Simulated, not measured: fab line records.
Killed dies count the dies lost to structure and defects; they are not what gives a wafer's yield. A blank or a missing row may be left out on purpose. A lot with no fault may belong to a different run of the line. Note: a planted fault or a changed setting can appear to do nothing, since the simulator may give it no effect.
Which tool is to blame? || flow sky130 || 72 wafers from 24 lots sampled at 6 of the route's 708 steps

## WHAT EACH GAUGE READ, for each wafer
SKY_VT_ADJUST_PCH_OVL_MEAS_07. Usual: VT_ADJUST_PCH_OVL gives 0.3 nm (standard deviation 1.2).
{"lot": "L074", "measured": "day 10 09:10", "on": "overlay-01", "VT_ADJUST_PCH_OVL (nm)": "0.1 0.0 1.1", "flag": ""}
{"lot": "L075", "measured": "day 10 10:11", "on": "overlay-01", "VT_ADJUST_PCH_OVL (nm)": "0.1 0.0 -0.1", "flag": ""}
{"lot": "L076", "measured": "day 11 00:41", "on": "overlay-02", "VT_ADJUST_PCH_OVL (nm)": "1.4 -0.1 -0.1", "flag": ""}
{"lot": "L077", "measured": "day 11 03:31", "on": "overlay-02", "VT_ADJUST_PCH_OVL (nm)": "0.6 2.0 -1.9", "flag": ""}
{"lot": "L078", "measured": "day 11 13:14", "on": "overlay-02", "VT_ADJUST_PCH_OVL (nm)": "-1.6 0.5 -0.3", "flag": ""}
{"lot": "L079", "measured": "day 12 00:48", "on": "overlay-01", "VT_ADJUST_PCH_OVL (nm)": "0.9 2.1 1.3", "flag": ""}
{"lot": "L080", "measured": "day 12 06:05", "on": "overlay-02", "VT_ADJUST_PCH_OVL (nm)": "0.0 -0.8 1.8", "flag": ""}
{"lot": "L081", "measured": "day 12 17:50", "on": "overlay-01", "VT_ADJUST_PCH_OVL (nm)": "-1.7 -2.4 -1.8", "flag": ""}
{"lot": "L082", "measured": "day 13 00:32", "on": "overlay-01", "VT_ADJUST_PCH_OVL (nm)": "-0.2 -2.1 0.4", "flag": ""}
{"lot": "L083", "measured": "day 13 08:40", "on": "overlay-02", "VT_ADJUST_PCH_OVL (nm)": "1.5 -1.4 -0.3", "flag": ""}
{"lot": "L084", "measured": "day 13 15:15", "on": "overlay-01", "VT_ADJUST_PCH_OVL (nm)": "-1.8 -1.4 -0.2", "flag": ""}
{"lot": "L085", "measured": "day 13 18:25", "on": "overlay-02", "VT_ADJUST_PCH_OVL (nm)": "-0.9 -0.1 -0.7", "flag": ""}
{"lot": "L086", "measured": "day 14 05:34", "on": "overlay-02", "VT_ADJUST_PCH_OVL (nm)": "1.5 0.0 1.9", "flag": ""}
{"lot": "L087", "measured": "day 14 16:46", "on": "overlay-01", "VT_ADJUST_PCH_OVL (nm)": "-0.3 -0.8 -1.2", "flag": ""}
{"lot": "L088", "measured": "day 15 01:56", "on": "overlay-02", "VT_ADJUST_PCH_OVL (nm)": "0.6 0.6 1.0", "flag": ""}
{"lot": "L089", "measured": "day 15 04:36", "on": "overlay-01", "VT_ADJUST_PCH_OVL (nm)": "1.6 0.2 0.5", "flag": ""}
{"lot": "L090", "measured": "day 15 15:42", "on": "overlay-01", "VT_ADJUST_PCH_OVL (nm)": "-0.5 -1.6 0.7", "flag": ""}
{"lot": "L091", "measured": "day 15 20:32", "on": "overlay-02", "VT_ADJUST_PCH_OVL (nm)": "3.8 -0.4 3.2", "flag": ""}
{"lot": "L092", "measured": "day 16 04:29", "on": "overlay-02", "VT_ADJUST_PCH_OVL (nm)": "-0.2 -0.8 2.6", "flag": ""}
{"lot": "L093", "measured": "day 16 12:22", "on": "overlay-02", "VT_ADJUST_PCH_OVL (nm)": "-0.1 -1.3 -0.7", "flag": ""}
{"lot": "L094", "measured": "day 16 20:56", "on": "overlay-01", "VT_ADJUST_PCH_OVL (nm)": "0.3 1.6 -0.1", "flag": ""}
{"lot": "L095", "measured": "day 17 05:18", "on": "overlay-02", "VT_ADJUST_PCH_OVL (nm)": "0.9 2.4 1.5", "flag": ""}
{"lot": "L097", "measured": "day 17 21:37", "on": "overlay-02", "VT_ADJUST_PCH_OVL (nm)": "0.1 -1.5 -1.1", "flag": ""}
{"lot": "L096", "measured": "day 17 22:58", "on": "overlay-02", "VT_ADJUST_PCH_OVL (nm)": "0.4 3.1 0.8", "flag": ""}

SKY_POLY_CUT_OVL_MEAS_09. Usual: POLY_CUT_OVL gives -4 nm (standard deviation 5.4).
{"lot": "L074", "measured": "day 24 04:20", "on": "overlay-01", "POLY_CUT_OVL (nm)": "-9 -15 -11", "flag": ""}
{"lot": "L075", "measured": "day 24 06:08", "on": "overlay-02", "POLY_CUT_OVL (nm)": "1 7 10", "flag": ""}
{"lot": "L076", "measured": "day 25 11:01", "on": "overlay-01", "POLY_CUT_OVL (nm)": "-6 -6 -5", "flag": ""}
{"lot": "L077", "measured": "day 25 11:20", "on": "overlay-02", "POLY_CUT_OVL (nm)": "0 -6 -6", "flag": ""}
{"lot": "L078", "measured": "day 25 11:25", "on": "overlay-01", "POLY_CUT_OVL (nm)": "-11 -10 -11", "flag": ""}
{"lot": "L079", "measured": "day 26 00:04", "on": "overlay-02", "POLY_CUT_OVL (nm)": "5 0 -1", "flag": ""}
{"lot": "L080", "measured": "day 26 08:22", "on": "overlay-02", "POLY_CUT_OVL (nm)": "6 4 -3", "flag": ""}
{"lot": "L081", "measured": "day 26 22:46", "on": "overlay-01", "POLY_CUT_OVL (nm)": "-12 -5 -10", "flag": ""}
{"lot": "L082", "measured": "day 27 01:31", "on": "overlay-01", "POLY_CUT_OVL (nm)": "-12 -2 -3", "flag": ""}
{"lot": "L083", "measured": "day 27 15:46", "on": "overlay-01", "POLY_CUT_OVL (nm)": "1 1 -11", "flag": ""}
{"lot": "L084", "measured": "day 28 03:12", "on": "overlay-02", "POLY_CUT_OVL (nm)": "-2 0 8", "flag": ""}
{"lot": "L085", "measured": "day 28 02:56", "on": "overlay-01", "POLY_CUT_OVL (nm)": "-9 -4 -7", "flag": ""}
{"lot": "L086", "measured": "day 28 08:33", "on": "overlay-01", "POLY_CUT_OVL (nm)": "-10 -5 -11", "flag": ""}
{"lot": "L087", "measured": "day 29 03:08", "on": "overlay-02", "POLY_CUT_OVL (nm)": "-12 -9 -1", "flag": ""}
{"lot": "L088", "measured": "day 29 10:30", "on": "overlay-02", "POLY_CUT_OVL (nm)": "-3 -2 -5", "flag": ""}
{"lot": "L089", "measured": "day 30 00:16", "on": "overlay-02", "POLY_CUT_OVL (nm)": "4 2 6", "flag": ""}
{"lot": "L090", "measured": "day 30 00:31", "on": "overlay-01", "POLY_CUT_OVL (nm)": "-7 3 -4", "flag": ""}
{"lot": "L091", "measured": "day 30 08:17", "on": "overlay-02", "POLY_CUT_OVL (nm)": "7 1 -3", "flag": ""}
{"lot": "L092", "measured": "day 30 14:01", "on": "overlay-02", "POLY_CUT_OVL (nm)": "-5 -9 -12", "flag": ""}
{"lot": "L093", "measured": "day 30 18:21", "on": "overlay-01", "POLY_CUT_OVL (nm)": "-7 -9 -4", "flag": ""}
{"lot": "L094", "measured": "day 31 02:58", "on": "overlay-02", "POLY_CUT_OVL (nm)": "-3 -3 -3", "flag": ""}
{"lot": "L095", "measured": "day 31 13:54", "on": "overlay-02", "POLY_CUT_OVL (nm)": "-6 -5 -8", "flag": ""}
{"lot": "L097", "measured": "day 32 19:20", "on": "overlay-01", "POLY_CUT_OVL (nm)": "5 3 8", "flag": ""}
{"lot": "L096", "measured": "day 32 18:38", "on": "overlay-02", "POLY_CUT_OVL (nm)": "-13 -12 -12", "flag": ""}

SKY_LI_CONTACT_OVL_MEAS_13. Usual: LI_CONTACT_OVL gives -3 nm (standard deviation 4.5).
{"lot": "L074", "measured": "day 29 02:44", "on": "overlay-01", "LI_CONTACT_OVL (nm)": "-5 -6 1", "flag": ""}
{"lot": "L075", "measured": "day 29 04:41", "on": "overlay-02", "LI_CONTACT_OVL (nm)": "-1 3 0", "flag": ""}
{"lot": "L076", "measured": "day 30 08:38", "on": "overlay-02", "LI_CONTACT_OVL (nm)": "-2 0 -3", "flag": ""}
{"lot": "L077", "measured": "day 30 08:44", "on": "overlay-01", "LI_CONTACT_OVL (nm)": "-7 -4 2", "flag": ""}
{"lot": "L078", "measured": "day 30 09:48", "on": "overlay-01", "LI_CONTACT_OVL (nm)": "-6 0 -9", "flag": ""}
{"lot": "L079", "measured": "day 30 21:31", "on": "overlay-02", "LI_CONTACT_OVL (nm)": "4 9 0", "flag": ""}
{"lot": "L080", "measured": "day 31 05:10", "on": "overlay-01", "LI_CONTACT_OVL (nm)": "-3 -10 -2", "flag": ""}
{"lot": "L081", "measured": "day 31 18:15", "on": "overlay-02", "LI_CONTACT_OVL (nm)": "-3 -9 -9", "flag": ""}
{"lot": "L082", "measured": "day 31 20:46", "on": "overlay-01", "LI_CONTACT_OVL (nm)": "-10 -6 -10", "flag": ""}
{"lot": "L083", "measured": "day 32 10:50", "on": "overlay-02", "LI_CONTACT_OVL (nm)": "-1 -7 -5", "flag": ""}
{"lot": "L084", "measured": "day 32 21:00", "on": "overlay-02", "LI_CONTACT_OVL (nm)": "-15 -7 -14", "flag": ""}
{"lot": "L085", "measured": "day 32 19:43", "on": "overlay-02", "LI_CONTACT_OVL (nm)": "-10 -3 2", "flag": ""}
{"lot": "L086", "measured": "day 33 02:22", "on": "overlay-02", "LI_CONTACT_OVL (nm)": "-2 -3 0", "flag": ""}
{"lot": "L087", "measured": "day 33 20:12", "on": "overlay-02", "LI_CONTACT_OVL (nm)": "-2 -4 0", "flag": ""}
{"lot": "L088", "measured": "day 34 03:28", "on": "overlay-02", "LI_CONTACT_OVL (nm)": "-6 -6 -6", "flag": ""}
{"lot": "L089", "measured": "day 34 15:33", "on": "overlay-01", "LI_CONTACT_OVL (nm)": "-2 -12 -7", "flag": ""}
{"lot": "L090", "measured": "day 34 15:34", "on": "overlay-02", "LI_CONTACT_OVL (nm)": "-2 -3 5", "flag": ""}
{"lot": "L091", "measured": "day 34 21:40", "on": "overlay-01", "LI_CONTACT_OVL (nm)": "4 0 -4", "flag": ""}
{"lot": "L092", "measured": "day 35 03:38", "on": "overlay-01", "LI_CONTACT_OVL (nm)": "-10 -7 -12", "flag": ""}
{"lot": "L093", "measured": "day 35 08:18", "on": "overlay-02", "LI_CONTACT_OVL (nm)": "-3 -4 -7", "flag": ""}
{"lot": "L094", "measured": "day 35 15:05", "on": "overlay-02", "LI_CONTACT_OVL (nm)": "-4 -4 -7", "flag": ""}
{"lot": "L095", "measured": "day 36 00:24", "on": "overlay-02", "LI_CONTACT_OVL (nm)": "1 -4 -6", "flag": ""}
{"lot": "L097", "measured": "day 37 06:24", "on": "overlay-02", "LI_CONTACT_OVL (nm)": "-12 -7 -1", "flag": ""}
{"lot": "L096", "measured": "day 37 05:23", "on": "overlay-01", "LI_CONTACT_OVL (nm)": "0 6 -4", "flag": ""}

SKY_LOCAL_INTERCONNECT_THK_MEAS_02: measures by xrf. Usual: LOCAL_INTERCONNECT_TIN_THK gives 98.9 nm (standard deviation 1.1).
{"lot": "L074", "measured": "day 29 04:08", "on": "film-metro-03", "LOCAL_INTERCONNECT_TIN_THK (nm)": "99.4 98.3 99.0", "flag": ""}
{"lot": "L075", "measured": "day 29 06:04", "on": "film-metro-03", "LOCAL_INTERCONNECT_TIN_THK (nm)": "98.1 99.2 97.7", "flag": ""}
{"lot": "L076", "measured": "day 30 10:01", "on": "film-metro-01", "LOCAL_INTERCONNECT_TIN_THK (nm)": "98.3 98.1 99.1", "flag": ""}
{"lot": "L077", "measured": "day 30 10:18", "on": "film-metro-01", "LOCAL_INTERCONNECT_TIN_THK (nm)": "98.2 98.6 99.0", "flag": ""}
{"lot": "L078", "measured": "day 30 11:20", "on": "film-metro-01", "LOCAL_INTERCONNECT_TIN_THK (nm)": "96.3 96.5 95.9", "flag": ""}
{"lot": "L079", "measured": "day 30 23:04", "on": "film-metro-01", "LOCAL_INTERCONNECT_TIN_THK (nm)": "98.2 98.8 98.2", "flag": ""}
{"lot": "L080", "measured": "day 31 06:32", "on": "film-metro-01", "LOCAL_INTERCONNECT_TIN_THK (nm)": "97.3 97.8 96.8", "flag": ""}
{"lot": "L081", "measured": "day 31 19:38", "on": "film-metro-03", "LOCAL_INTERCONNECT_TIN_THK (nm)": "97.7 98.5 98.1", "flag": ""}
{"lot": "L082", "measured": "day 31 22:09", "on": "film-metro-03", "LOCAL_INTERCONNECT_TIN_THK (nm)": "98.8 97.8 97.9", "flag": ""}
{"lot": "L083", "measured": "day 32 12:13", "on": "film-metro-04", "LOCAL_INTERCONNECT_TIN_THK (nm)": "101.1 101.7 99.8", "flag": ""}
{"lot": "L084", "measured": "day 32 22:25", "on": "film-metro-01", "LOCAL_INTERCONNECT_TIN_THK (nm)": "100.2 99.7 98.2", "flag": ""}
{"lot": "L085", "measured": "day 32 21:26", "on": "film-metro-04", "LOCAL_INTERCONNECT_TIN_THK (nm)": "100.1 100.5 100.9", "flag": ""}
{"lot": "L086", "measured": "day 33 03:46", "on": "film-metro-04", "LOCAL_INTERCONNECT_TIN_THK (nm)": "99.8 100.8 100.7", "flag": ""}
{"lot": "L087", "measured": "day 33 21:35", "on": "film-metro-01", "LOCAL_INTERCONNECT_TIN_THK (nm)": "97.4 98.3 99.3", "flag": ""}
{"lot": "L088", "measured": "day 34 04:52", "on": "film-metro-01", "LOCAL_INTERCONNECT_TIN_THK (nm)": "99.8 99.7 100.7", "flag": ""}
{"lot": "L089", "measured": "day 34 16:57", "on": "film-metro-01", "LOCAL_INTERCONNECT_TIN_THK (nm)": "100.3 99.5 98.9", "flag": ""}
{"lot": "L090", "measured": "day 34 16:58", "on": "film-metro-03", "LOCAL_INTERCONNECT_TIN_THK (nm)": "99.8 99.2 98.7", "flag": ""}
{"lot": "L091", "measured": "day 34 23:03", "on": "film-metro-01", "LOCAL_INTERCONNECT_TIN_THK (nm)": "99.4 99.0 98.9", "flag": ""}
{"lot": "L092", "measured": "day 35 05:01", "on": "film-metro-04", "LOCAL_INTERCONNECT_TIN_THK (nm)": "98.6 99.6 98.7", "flag": ""}
{"lot": "L093", "measured": "day 35 09:41", "on": "film-metro-03", "LOCAL_INTERCONNECT_TIN_THK (nm)": "98.0 97.5 96.7", "flag": ""}
{"lot": "L094", "measured": "day 35 16:29", "on": "film-metro-01", "LOCAL_INTERCONNECT_TIN_THK (nm)": "98.9 100.1 97.8", "flag": ""}
{"lot": "L095", "measured": "day 36 01:48", "on": "film-metro-04", "LOCAL_INTERCONNECT_TIN_THK (nm)": "98.5 100.1 99.2", "flag": ""}
{"lot": "L097", "measured": "day 37 07:47", "on": "film-metro-03", "LOCAL_INTERCONNECT_TIN_THK (nm)": "98.5 99.8 99.4", "flag": ""}
{"lot": "L096", "measured": "day 37 06:46", "on": "film-metro-03", "LOCAL_INTERCONNECT_TIN_THK (nm)": "99.3 101.0 99.1", "flag": ""}

SKY_METAL3_CD_MEAS_13: target cd 300 nm. Usual: cd-nm 300.1 nm, standard deviation 1.3.
{"lot": "L074", "measured": "day 38 12:40", "on": "cd-sem-01", "cd-nm (nm)": "301.8 300.0 302.3", "flag": ""}
{"lot": "L075", "measured": "day 38 14:02", "on": "cd-sem-01", "cd-nm (nm)": "300.9 299.9 300.0", "flag": ""}
{"lot": "L076", "measured": "day 39 13:22", "on": "cd-sem-01", "cd-nm (nm)": "301.8 301.9 301.2", "flag": ""}
{"lot": "L077", "measured": "day 39 14:28", "on": "cd-sem-01", "cd-nm (nm)": "298.8 298.9 299.7", "flag": ""}
{"lot": "L078", "measured": "day 39 16:14", "on": "cd-sem-01", "cd-nm (nm)": "298.2 299.5 298.6", "flag": ""}
{"lot": "L079", "measured": "day 40 01:52", "on": "cd-sem-01", "cd-nm (nm)": "300.6 299.6 298.5", "flag": ""}
{"lot": "L080", "measured": "day 40 09:10", "on": "cd-sem-01", "cd-nm (nm)": "298.5 299.9 299.8", "flag": ""}
{"lot": "L081", "measured": "day 40 21:34", "on": "cd-sem-02", "cd-nm (nm)": "297.3 298.3 298.1", "flag": ""}
{"lot": "L082", "measured": "day 40 22:08", "on": "cd-sem-01", "cd-nm (nm)": "300.3 299.0 299.6", "flag": ""}
{"lot": "L083", "measured": "day 41 10:50", "on": "cd-sem-02", "cd-nm (nm)": "299.6 300.1 300.5", "flag": ""}
{"lot": "L084", "measured": "day 41 20:13", "on": "cd-sem-02", "cd-nm (nm)": "298.4 299.3 298.8", "flag": ""}
{"lot": "L085", "measured": "day 41 19:32", "on": "cd-sem-02", "cd-nm (nm)": "300.0 301.0 300.7", "flag": ""}
{"lot": "L086", "measured": "day 42 00:58", "on": "cd-sem-02", "cd-nm (nm)": "302.2 301.7 302.9", "flag": ""}
{"lot": "L087", "measured": "day 42 15:25", "on": "cd-sem-02", "cd-nm (nm)": "300.1 300.7 300.5", "flag": ""}
{"lot": "L088", "measured": "day 42 22:58", "on": "cd-sem-02", "cd-nm (nm)": "302.0 298.7 299.1", "flag": ""}
{"lot": "L089", "measured": "day 43 06:09", "on": "cd-sem-01", "cd-nm (nm)": "298.7 299.1 298.3", "flag": ""}
{"lot": "L090", "measured": "day 43 08:58", "on": "cd-sem-02", "cd-nm (nm)": "299.3 301.4 299.3", "flag": ""}
{"lot": "L091", "measured": "day 43 13:40", "on": "cd-sem-01", "cd-nm (nm)": "299.3 298.7 299.5", "flag": ""}
{"lot": "L092", "measured": "day 43 19:23", "on": "cd-sem-02", "cd-nm (nm)": "299.9 299.0 300.7", "flag": ""}
{"lot": "L093", "measured": "day 43 23:01", "on": "cd-sem-02", "cd-nm (nm)": "301.2 300.9 302.4", "flag": ""}
{"lot": "L094", "measured": "day 44 05:02", "on": "cd-sem-01", "cd-nm (nm)": "303.3 302.5 302.9", "flag": ""}
{"lot": "L095", "measured": "day 44 11:26", "on": "cd-sem-01", "cd-nm (nm)": "300.1 301.4 300.8", "flag": ""}
{"lot": "L097", "measured": "day 45 14:49", "on": "cd-sem-01", "cd-nm (nm)": "300.8 301.8 300.4", "flag": ""}
{"lot": "L096", "measured": "day 45 13:47", "on": "cd-sem-02", "cd-nm (nm)": "300.3 299.9 300.9", "flag": ""}

## TOOL THAT RAN EACH LOT (tool first, then ch and the chambers of the sampled wafers, then the start)
{"lot": "L074", "SKY_VIA1_CMP_02": "cmp-01 ch 0,1,2, day 32 20:24"}
{"lot": "L075", "SKY_VIA1_CMP_02": "cmp-01 ch 1,2,3, day 32 22:59"}
{"lot": "L076", "SKY_VIA1_CMP_02": "cmp-02 ch 0,2,3, day 33 23:52"}
{"lot": "L077", "SKY_VIA1_CMP_02": "cmp-02 ch 0,1,2, day 34 00:11"}
{"lot": "L078", "SKY_VIA1_CMP_02": "cmp-01 ch 0,1,3, day 34 01:22"}
{"lot": "L079", "SKY_VIA1_CMP_02": "cmp-02 ch 1,3, day 34 11:43"}
{"lot": "L080", "SKY_VIA1_CMP_02": "cmp-02 ch 1,2,3, day 34 20:04"}
{"lot": "L081", "SKY_VIA1_CMP_02": "cmp-01 ch 0,3, day 35 07:49"}
{"lot": "L082", "SKY_VIA1_CMP_02": "cmp-01 ch 0,3, day 35 10:07"}
{"lot": "L083", "SKY_VIA1_CMP_02": "cmp-02 ch 0,1,2, day 36 00:07"}
{"lot": "L084", "SKY_VIA1_CMP_02": "cmp-02 ch 1,2,3, day 36 09:46"}
{"lot": "L085", "SKY_VIA1_CMP_02": "cmp-02 ch 0,2, day 36 08:43"}
{"lot": "L086", "SKY_VIA1_CMP_02": "cmp-01 ch 0,2, day 36 14:50"}
{"lot": "L087", "SKY_VIA1_CMP_02": "cmp-02 ch 0,1,2, day 37 08:37"}
{"lot": "L088", "SKY_VIA1_CMP_02": "cmp-01 ch 0,3, day 37 15:26"}
{"lot": "L089", "SKY_VIA1_CMP_02": "cmp-01 ch 0,2, day 38 02:22"}
{"lot": "L090", "SKY_VIA1_CMP_02": "cmp-02 ch 0,1,2, day 38 02:47"}
{"lot": "L091", "SKY_VIA1_CMP_02": "cmp-01 ch 2,3, day 38 09:14"}
{"lot": "L092", "SKY_VIA1_CMP_02": "cmp-02 ch 2,3, day 38 15:28"}
{"lot": "L093", "SKY_VIA1_CMP_02": "cmp-02 ch 0,3, day 38 19:00"}
{"lot": "L094", "SKY_VIA1_CMP_02": "cmp-01 ch 0,3, day 39 02:22"}
{"lot": "L095", "SKY_VIA1_CMP_02": "cmp-01 ch 0,1,2, day 39 10:19"}
{"lot": "L097", "SKY_VIA1_CMP_02": "cmp-02 ch 1,2,3, day 40 15:17"}
{"lot": "L096", "SKY_VIA1_CMP_02": "cmp-02 ch 0,1,3, day 40 14:27"}
- SKY_VIA1_CMP_02: polishes SiO2.

## AS READ BY THE TOOLS THEMSELVES (means over the sampled wafers that have a number; for cases with no such wafer, the mark the record gives instead)
SKY_VIA1_CMP_02. Usual: motor-current-A 11.8 A, standard deviation 1; retaining-ring-pressure-frac 1.000, standard deviation 0.0048; slurry-filter-dp-kPa 13.50 kPa, standard deviation 0.15.
{"lot": "L074", "tool": "cmp-01", "motor-current-A (A)": 11.9, "retaining-ring-pressure-frac": 0.999, "slurry-filter-dp-kPa (kPa)": 13.49, "flag": ""}
{"lot": "L075", "tool": "cmp-01", "motor-current-A (A)": 11.4, "retaining-ring-pressure-frac": 0.999, "slurry-filter-dp-kPa (kPa)": 13.67, "flag": ""}
{"lot": "L076", "tool": "cmp-02", "motor-current-A (A)": 11.4, "retaining-ring-pressure-frac": 1.002, "slurry-filter-dp-kPa (kPa)": 13.42, "flag": ""}
{"lot": "L077", "tool": "cmp-02", "motor-current-A (A)": 12.9, "retaining-ring-pressure-frac": 1.003, "slurry-filter-dp-kPa (kPa)": 13.49, "flag": ""}
{"lot": "L078", "tool": "cmp-01", "motor-current-A (A)": 11.3, "retaining-ring-pressure-frac": 0.995, "slurry-filter-dp-kPa (kPa)": 13.52, "flag": ""}
{"lot": "L079", "tool": "cmp-02", "motor-current-A (A)": 10.8, "retaining-ring-pressure-frac": 1.001, "slurry-filter-dp-kPa (kPa)": 13.68, "flag": ""}
{"lot": "L080", "tool": "cmp-02", "motor-current-A (A)": 11.8, "retaining-ring-pressure-frac": 1.000, "slurry-filter-dp-kPa (kPa)": 13.52, "flag": ""}
{"lot": "L081", "tool": "cmp-01", "motor-current-A (A)": 11.8, "retaining-ring-pressure-frac": 1.004, "slurry-filter-dp-kPa (kPa)": 13.51, "flag": ""}
{"lot": "L082", "tool": "cmp-01", "motor-current-A (A)": 12.0, "retaining-ring-pressure-frac": 1.000, "slurry-filter-dp-kPa (kPa)": 13.46, "flag": ""}
{"lot": "L083", "tool": "cmp-02", "motor-current-A (A)": 12.6, "retaining-ring-pressure-frac": 0.996, "slurry-filter-dp-kPa (kPa)": 13.42, "flag": ""}
{"lot": "L084", "tool": "cmp-02", "motor-current-A (A)": 12.4, "retaining-ring-pressure-frac": 1.002, "slurry-filter-dp-kPa (kPa)": 13.61, "flag": ""}
{"lot": "L085", "tool": "cmp-02", "motor-current-A (A)": 12.9, "retaining-ring-pressure-frac": 0.997, "slurry-filter-dp-kPa (kPa)": 13.46, "flag": ""}
{"lot": "L086", "tool": "cmp-01", "motor-current-A (A)": 11.5, "retaining-ring-pressure-frac": 1.001, "slurry-filter-dp-kPa (kPa)": 13.51, "flag": ""}
{"lot": "L087", "tool": "cmp-02", "motor-current-A (A)": 12.8, "retaining-ring-pressure-frac": 1.002, "slurry-filter-dp-kPa (kPa)": 13.41, "flag": ""}
{"lot": "L088", "tool": "cmp-01", "motor-current-A (A)": 11.6, "retaining-ring-pressure-frac": 1.000, "slurry-filter-dp-kPa (kPa)": 13.52, "flag": ""}
{"lot": "L089", "tool": "cmp-01", "motor-current-A (A)": 11.6, "retaining-ring-pressure-frac": 0.998, "slurry-filter-dp-kPa (kPa)": 13.62, "flag": ""}
{"lot": "L090", "tool": "cmp-02", "motor-current-A (A)": 12.5, "retaining-ring-pressure-frac": 1.002, "slurry-filter-dp-kPa (kPa)": 13.61, "flag": ""}
{"lot": "L091", "tool": "cmp-01", "motor-current-A (A)": 11.4, "retaining-ring-pressure-frac": 1.003, "slurry-filter-dp-kPa (kPa)": 13.46, "flag": ""}
{"lot": "L092", "tool": "cmp-02", "motor-current-A (A)": 11.6, "retaining-ring-pressure-frac": 1.000, "slurry-filter-dp-kPa (kPa)": 13.50, "flag": ""}
{"lot": "L093", "tool": "cmp-02", "motor-current-A (A)": 11.3, "retaining-ring-pressure-frac": 0.999, "slurry-filter-dp-kPa (kPa)": 13.59, "flag": ""}
{"lot": "L094", "tool": "cmp-01", "motor-current-A (A)": 11.3, "retaining-ring-pressure-frac": 1.005, "slurry-filter-dp-kPa (kPa)": 13.57, "flag": ""}
{"lot": "L095", "tool": "cmp-01", "motor-current-A (A)": 11.8, "retaining-ring-pressure-frac": 0.999, "slurry-filter-dp-kPa (kPa)": 13.54, "flag": ""}
{"lot": "L097", "tool": "cmp-02", "motor-current-A (A)": 11.7, "retaining-ring-pressure-frac": 1.006, "slurry-filter-dp-kPa (kPa)": 13.48, "flag": ""}
{"lot": "L096", "tool": "cmp-02", "motor-current-A (A)": 12.0, "retaining-ring-pressure-frac": 1.001, "slurry-filter-dp-kPa (kPa)": 13.45, "flag": ""}

## THE ANSWER, worked out from the rows above alone
Rule: take the mean of a lot's wafers that have a number; if it is more than 3 standard deviations from the usual mean, the lot is off. Also off: a lot with no number at a reading for which 4 or more lots have one. Where the step has rows for the other lots, those lots are counted as sound. First the gauges in route order, then the tools' own readings, where a lot's mean is used as printed above. At the first step where some lot is off, the reading lying furthest off is the one used; lots without a number count as furthest.
No lot is off on any of the readings shown, so nothing can be concluded from this.

## WHAT HAD BEEN PUT IN BY THE SIMULATOR
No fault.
